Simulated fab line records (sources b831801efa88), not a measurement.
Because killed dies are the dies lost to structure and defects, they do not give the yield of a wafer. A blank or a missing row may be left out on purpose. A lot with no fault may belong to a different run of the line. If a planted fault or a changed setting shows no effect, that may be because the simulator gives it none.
Matching of chambers | flow sky130 | SKY_FIELD_ISO_ETCH_17 on rie si-02 has 4 sister chambers
The step etches Si in HBr/Cl2/O2, target depth 342 nm, time 97.7 s. 16 wafers are shown with their chamber, then 8 later ones without.

## WAFERS PAIRED WITH THEIR CHAMBERS
wafer  | chamber | drypump motor current A (A) | run length s (s) | oes product au (a.u.)
L684.1 | 2       | 5.0                         | 126.3            | 0.990
L684.2 | 1       | 5.2                         | 125.5            | 1.008
L684.6 | 1       | 5.2                         | 125.9            | 1.013
L687.2 | 3       | 4.9                         | 125.2            | 0.998
L687.4 | 2       | 5.0                         | 126.1            | 1.007
L687.6 | 3       | 4.9                         | 125.4            | 1.000
L697.4 | 3       | 4.9                         | 125.0            | 1.003
L697.5 | 2       | 5.0                         | 126.7            | 1.002
L697.6 | 3       | 4.9                         | 124.9            | 1.005
L698.1 | 2       | 5.0                         | 126.2            | 1.001
L698.3 | 3       | 4.9                         | 124.9            | 1.014
L698.5 | 1       | 5.2                         | 125.7            | 1.009
L699.1 | 3       | 4.9                         | 125.1            | 1.004
L699.2 | 0       | 5.3                         | 126.1            | 0.998
L699.5 | 2       | 5.0                         | 126.2            | 0.995
L702.1 | 0       | 5.4                         | 126.1            | 0.994

SIGNATURES (averages over the wafers above)
reading                 | chamber 0 | chamber 1 | chamber 2 | chamber 3 | scatter within a chamber
drypump motor current A | 5.350     | 5.200     | 5.000     | 4.900     | 0.0204
run length s            | 126.100   | 125.700   | 126.300   | 125.083   | 0.202
oes product au          | 0.99600   | 1.01000   | 0.99900   | 1.00400   | 0.0054
Rule: for a wafer and a chamber, the distance is found by dividing, reading by reading, the gap between the wafer's reading and the chamber's mean by the reading's scatter, squaring, summing and taking the root. If the next closest chamber is less than 2 further off than the closest, the wafer can't be placed; otherwise it belongs to the closest. How the scatter is found: for the shown wafers, subtract from each reading the mean of its chamber, square and add these, divide the total by (wafers less chambers), then take the root.

## WAFERS WHOSE CHAMBER IS MISSING
wafer  | drypump motor current A (A) | run length s (s) | oes product au (a.u.)
L702.2 | 5.0                         | 126.0            | 0.994
L702.4 | 4.9                         | 124.9            | 1.005
L704.2 | 5.4                         | 126.2            | 1.006
L704.5 | 5.2                         | 125.4            | 1.008
L704.6 | 5.0                         | 126.6            | 1.007
L706.2 | 4.9                         | 125.3            | 1.009
L706.3 | 5.0                         | 126.3            | 0.997
L706.5 | 5.4                         | 126.1            | 0.999

## WHICH CHAMBER EACH WENT THROUGH
wafer  | from the rows above | in truth
L702.2 | 2                   | 2
L702.4 | 3                   | 3
L704.2 | 0                   | 0
L704.5 | 1                   | 1
L704.6 | 2                   | 2
L706.2 | 3                   | 3
L706.3 | 2                   | 2
L706.5 | 0                   | 0
Correct placement for 8 of the 8. Not placeable from these rows: 0. Wrongly placed: 0.
